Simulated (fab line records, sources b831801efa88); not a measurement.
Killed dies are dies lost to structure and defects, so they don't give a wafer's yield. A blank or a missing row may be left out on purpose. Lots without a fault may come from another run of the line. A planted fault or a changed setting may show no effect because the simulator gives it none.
Problem report in the 8D (eight disciplines) form, filled by code | flow sky130 | the parts of the form that need people (team, actions taken, sign-off) are left out

1. THE PROBLEM
exposure_dose_mJ_cm2 at SKY_SONOS_TUNNEL_EXPOSE_04 reads a mean of 134.29 on 3 wafers of 1 lot; wafers without a fault read 135.98 with a standard deviation of 0.12. That is -14 standard deviations from the usual mean.
The step: exposes mask TUNM, target cd 410 nm.
First seen on wafer L770.1, day 15 16:01, on iline_stepper-02. The record holds 36 wafers of 12 lots with a number at this step. Rule for "out", or "out of limits": more than 4 standard deviations from the usual mean. The other wafers with a number count as sound.

2. WHAT IT IS AND WHAT IT IS NOT
question                    | is                     | is not
which readings at this step | exposure_dose_mJ_cm2   | -
which lots                  | L770                   | L757, L758, L759, L763, L764, L765, L772, L777, L778, L779, L780
which wafers of those lots  | all that have a number | -
read on which tools         | iline_stepper-02       | iline_stepper-01
when                        | from day 15 16:01      | up to then (18 sound wafers); but 15 sound wafers of L772, L777, L778, L779, L780 came after

3. SUSPECTS, AND WHAT RULES EACH OUT
Counting: a tool at a process step up to the reading stays a suspect if it ran every lot that is out and no sound lot after the first of them.
- plasma_asher-04 at SKY_VT_ADJUST_NCORE_STRIP_10 (strips in O2/N2): ruled out as a lasting fault. Sound lots L777, L780 ran on it after its first lot that is out, L770 (day 12 23:01).
- plasma_asher-02 at SKY_VT_ADJUST_PCH_STRIP_09 (strips in O2/N2): ruled out as a lasting fault. Sound lots L779 ran on it after its first lot that is out, L770 (day 15 02:57).
- iline_stepper-02 at SKY_SONOS_TUNNEL_EXPOSE_04 (exposes mask TUNM, target cd 410 nm): ruled out as a lasting fault. Sound lots L780 ran on it after its first lot that is out, L770 (day 15 16:01).
Left after counting: nothing in the record.

4. THE CAUSE (what the simulator had put in)
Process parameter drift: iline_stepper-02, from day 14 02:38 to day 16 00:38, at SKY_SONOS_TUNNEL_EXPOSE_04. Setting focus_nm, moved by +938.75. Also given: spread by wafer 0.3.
Counting ruled it out, wrongly.

5. THE CHAIN OF EFFECTS, in route order
Each row: a reading whose mean over the struck wafers that have a number lies more than 3 standard deviations from the usual. Only readings for which the record gives a usual standard deviation are gone through. hours: the time from each lot's start at the first step in this table that gives one to its start at this step, as a median over the lots. sigmas: the change in usual standard deviations.
hours | step                       | reading              | usual  | on struck wafers | change | sigmas
0     | SKY_SONOS_TUNNEL_EXPOSE_04 | exposure_dose_mJ_cm2 | 135.98 | 134.29           | -1.69  | -14
The process steps in it:
- SKY_SONOS_TUNNEL_EXPOSE_04: exposes mask TUNM, target cd 410 nm.

6. WHAT WOULD HAVE CAUGHT IT SOONER
In this record the first reading out of limits was taken at day 15 16:01, 37 hours after the fault began at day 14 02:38.
